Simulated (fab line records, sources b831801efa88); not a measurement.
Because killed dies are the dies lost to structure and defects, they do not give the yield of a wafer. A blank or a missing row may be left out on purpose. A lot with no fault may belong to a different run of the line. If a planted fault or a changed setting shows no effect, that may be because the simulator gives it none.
Chamber matching    flow sky130    SKY_VIA2_ETCH_14 on rie_diel-04 has 4 sister chambers
The step etches BARC in N2/H2, stops on SiO2, time 45.9 s, target depth 60 nm. 14 wafers are shown with their chamber, then 7 later ones without.

## WAFERS, EACH WITH ITS CHAMBER
wafer   chamber  drypump_motor_current_A (A)  oes_product_au (a.u.)  throttle_valve_pct (%)
L081.1  3        5.3                          0.857                  13.215
L081.2  0        6.0                          0.844                  13.239
L081.3  2        5.1                          0.848                  13.245
L083.1  2        5.2                          0.854                  13.211
L083.4  0        6.0                          0.862                  13.222
L083.6  1        4.9                          0.850                  13.221
L086.3  0        6.0                          0.854                  13.231
L086.4  1        4.9                          0.859                  13.217
L086.6  0        6.0                          0.855                  13.227
L091.1  3        5.3                          0.858                  13.221
L091.4  1        4.9                          0.855                  13.243
L091.5  0        6.0                          0.854                  13.210
L093.2  3        5.3                          0.853                  13.222
L093.3  0        6.0                          0.853                  13.210

SIGNATURES (averages over the wafers above)
reading                  chamber 0  chamber 1  chamber 2  chamber 3  scatter within a chamber
drypump_motor_current_A  6.000      4.900      5.150      5.300      0.0224
oes_product_au           0.85367    0.85467    0.85100    0.85600    0.00488
throttle_valve_pct       13.22317   13.22700   13.22800   13.21933   0.0129
Rule: a wafer lies at a distance from a chamber equal to the root of the sum of squares, over the readings, of (its reading less the chamber's mean, divided by the reading's scatter). The wafer belongs to the nearest chamber; if the next one is less than 2 further off, it can't be placed. The scatter: the root of (the sum of the squares of (reading less its chamber's mean) over the shown wafers, divided by (wafers less chambers)).

## WAFERS MISSING THEIR CHAMBER
wafer   drypump_motor_current_A (A)  oes_product_au (a.u.)  throttle_valve_pct (%)
L093.5  5.3                          0.850                  13.220
L094.3  5.2                          0.852                  13.238
L094.5  5.2                          0.860                  13.219
L094.6  4.9                          0.849                  13.234
L095.1  5.2                          0.849                  13.234
L095.2  5.3                          0.853                  13.230
L095.6  4.9                          0.854                  13.218

## WHICH CHAMBER EACH ONE RAN IN
wafer   from the rows above      in truth
L093.5  3                        3
L094.3  2                        2
L094.5  can't be placed: 2 or 3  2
L094.6  1                        1
L095.1  2                        2
L095.2  3                        3
L095.6  1                        1
Correct placement for 6 of the 7. Cannot be placed on the basis of these rows: 1; the candidates contain the true chamber in 1. Number placed wrongly: 0.
